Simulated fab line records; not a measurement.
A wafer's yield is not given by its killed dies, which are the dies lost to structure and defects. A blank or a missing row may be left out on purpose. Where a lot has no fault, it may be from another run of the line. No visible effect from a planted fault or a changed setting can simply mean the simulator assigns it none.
Chamber matching	flow sky130	SKY_VIA2_CMP_24 on cmp-01 has 4 sister chambers
The step polishes, stops on SiO2, t overpolish 20 s, target thk 0 nm. 16 wafers are shown with their chamber, then 8 later ones without.

== WAFERS WITH THEIR CHAMBER ==
wafer	chamber	motorCurrentA (A)	timeToEndpointS (s)	overpolishRunS (s)
L613.2	2	13.3	105	20.008
L613.5	2	12.4	109	19.987
L613.6	3	10.4	111	20.001
L627.1	3	9.9	106	20.021
L627.3	1	10.8	102	20.025
L627.4	2	13.0	108	20.005
L628.2	2	13.2	104	19.988
L628.3	1	11.0	100	20.008
L628.4	0	11.5	100	20.013
L629.1	2	12.8	103	20.012
L629.4	3	10.0	102	19.999
L629.6	2	13.2	103	19.996
L631.1	3	10.4	100	20.001
L631.3	2	12.9	107	19.992
L631.5	1	11.6	101	20.001
L632.3	3	10.6	101	20.006

SIGNATURES (means of the wafers above)
reading	chamber 0	chamber 1	chamber 2	chamber 3	scatter within a chamber
motorCurrentA	11.500	11.133	12.971	10.260	0.326
timeToEndpointS	100.00	101.00	105.57	104.00	3.16
overpolishRunS	20.01300	20.01133	19.99829	20.00560	0.0101
Rule: a wafer's distance from a chamber is the root of the sum, over the readings, of the square of ((its reading less the chamber's mean) divided by the reading's scatter). The wafer belongs to the nearest chamber; if the next one is less than 2 further off, it can't be placed. How the scatter is found: for the shown wafers, subtract from each reading the mean of its chamber, square and add these, divide the total by (wafers less chambers), then take the root.

== WAFERS WHOSE CHAMBER IS MISSING ==
wafer	motorCurrentA (A)	timeToEndpointS (s)	overpolishRunS (s)
L632.4	10.4	98	20.016
L632.6	11.2	100	19.991
L633.1	12.9	104	20.006
L633.5	11.9	97	19.998
L633.6	11.3	100	19.991
L635.1	12.9	103	19.975
L635.2	10.4	99	19.998
L635.5	10.8	99	20.003

== THE CHAMBER EACH PASSED THROUGH ==
wafer	from the rows above	in truth
L632.4	can't be placed: 3 or 1 or 0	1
L632.6	can't be placed: 1 or 0 or 3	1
L633.1	2	2
L633.5	can't be placed: 0 or 1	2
L633.6	can't be placed: 1 or 0 or 3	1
L635.1	2	2
L635.2	can't be placed: 3 or 1 or 0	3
L635.5	can't be placed: 1 or 3 or 0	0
Placed correctly: 2 of 8. Unplaceable from these rows: 6, with the true chamber sitting among the candidates in 5. Placed wrongly: 0.
